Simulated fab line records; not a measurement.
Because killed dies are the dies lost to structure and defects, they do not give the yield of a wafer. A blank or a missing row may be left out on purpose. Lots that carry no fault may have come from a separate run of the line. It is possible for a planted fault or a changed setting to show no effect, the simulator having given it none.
Tool commonality check    flow sky130    45 wafers sampled across 11 lots

== WHY IT WAS OPENED ==
SKY_POLY_GATE_THK_MEAS_01, reading POLY_GATE_CVD_00_THK: flagged on 4 of 11 lots. Fault-free wafers read 179.5 nm, with a standard deviation of 1.9.
Rule: flag the lot when none of its wafers has a number, or when each of its wafers that has one lies beyond 4 standard deviations from that mean. The rest of the lots are taken to be sound.

lot   measured      on            POLY_GATE_CVD_00_THK (nm), wafer by wafer  flag
L118  day 14 22:39  filmMetro-01  178.5 177.8 177.4                          
L119  day 15 07:07  filmMetro-02  176.8 177.5 178.1                          
L120  day 15 12:32  filmMetro-02  178.4 176.2 176.7                          
L122  day 16 09:52  filmMetro-01  179.2 178.9 178.3                          
L127  day 17 23:26  filmMetro-04  117.4 118.4 117.4 117.4 118.5 117.4        FLAGGED
L128  day 18 01:20  filmMetro-01  115.8 115.5 116.1 115.8 115.6 116.0        FLAGGED
L129  day 18 19:02  filmMetro-02  118.1 118.1 120.0 118.1 118.2 120.0        FLAGGED
L130  day 18 21:34  filmMetro-04  117.8 115.9 117.3 117.8 116.0 117.5        FLAGGED
L137  day 21 19:55  filmMetro-01  177.6 178.1 177.3                          
L138  day 22 07:19  filmMetro-04  181.9 178.7 180.6                          
L139  day 22 14:43  filmMetro-01  180.1 181.3 180.1                          
Average over the flagged lots: 117.3 nm; offset from the usual -62.2 nm, equal to -33 standard deviations.

== WHICH TOOL EACH LOT WENT THROUGH ==
The record keeps 1 process step preceding the reading, out of 708 steps on the route. Every cell lists first the tool, next ch and the chambers used by the sampled wafers, and last the start.
lot   flag     SKY_POLY_GATE_CVD_00
L118           lpcvd-01 ch 0, day 14 21:27
L119           lpcvd-01 ch 0, day 15 05:53
L120           lpcvd-01 ch 1, day 15 11:20
L122           lpcvd-01 ch 0, day 16 08:04
L127  FLAGGED  lpcvd-01 ch 1, day 17 22:14
L128  FLAGGED  lpcvd-01 ch 0, day 18 00:08
L129  FLAGGED  lpcvd-01 ch 0, day 18 17:49
L130  FLAGGED  lpcvd-01 ch 1, day 18 20:22
L137           lpcvd-01 ch 1, day 21 18:42
L138           lpcvd-01 ch 0, day 22 06:06
L139           lpcvd-01 ch 0, day 22 13:31
What these steps do:
- SKY_POLY_GATE_CVD_00: deposits poly-Si, target thk 180 nm, time 720 s.
- SKY_POLY_GATE_THK_MEAS_01

== FLAGGED OVER TOTAL, TOOL BY TOOL (the gauges that took the reading come last) ==
step                       tool          lots run  flagged  share of the flagged lots  sound lots run after its first flagged lot
SKY_POLY_GATE_CVD_00       lpcvd-01      11        4        all                        3 (L137,L138,L139)
SKY_POLY_GATE_THK_MEAS_01  filmMetro-01  5         1        some                       2 (L137,L139)
SKY_POLY_GATE_THK_MEAS_01  filmMetro-02  3         1        some                       0
SKY_POLY_GATE_THK_MEAS_01  filmMetro-04  3         2        some                       1 (L138)

== WHAT IS ALLOWED BY THE TABLE ==
In the table, 1 row covers all flagged lots: lpcvd-01 at SKY_POLY_GATE_CVD_00.
- lpcvd-01 at SKY_POLY_GATE_CVD_00: 4 of its 11 lots flagged. After the first flagged lot (L137, L138, L139), sound lots still ran on it; a lasting fault on the whole tool would not permit that.
None of the table's rows ran every flagged lot and, after the first, no sound lot.

== WHAT THE SIMULATOR HAD PUT IN ==
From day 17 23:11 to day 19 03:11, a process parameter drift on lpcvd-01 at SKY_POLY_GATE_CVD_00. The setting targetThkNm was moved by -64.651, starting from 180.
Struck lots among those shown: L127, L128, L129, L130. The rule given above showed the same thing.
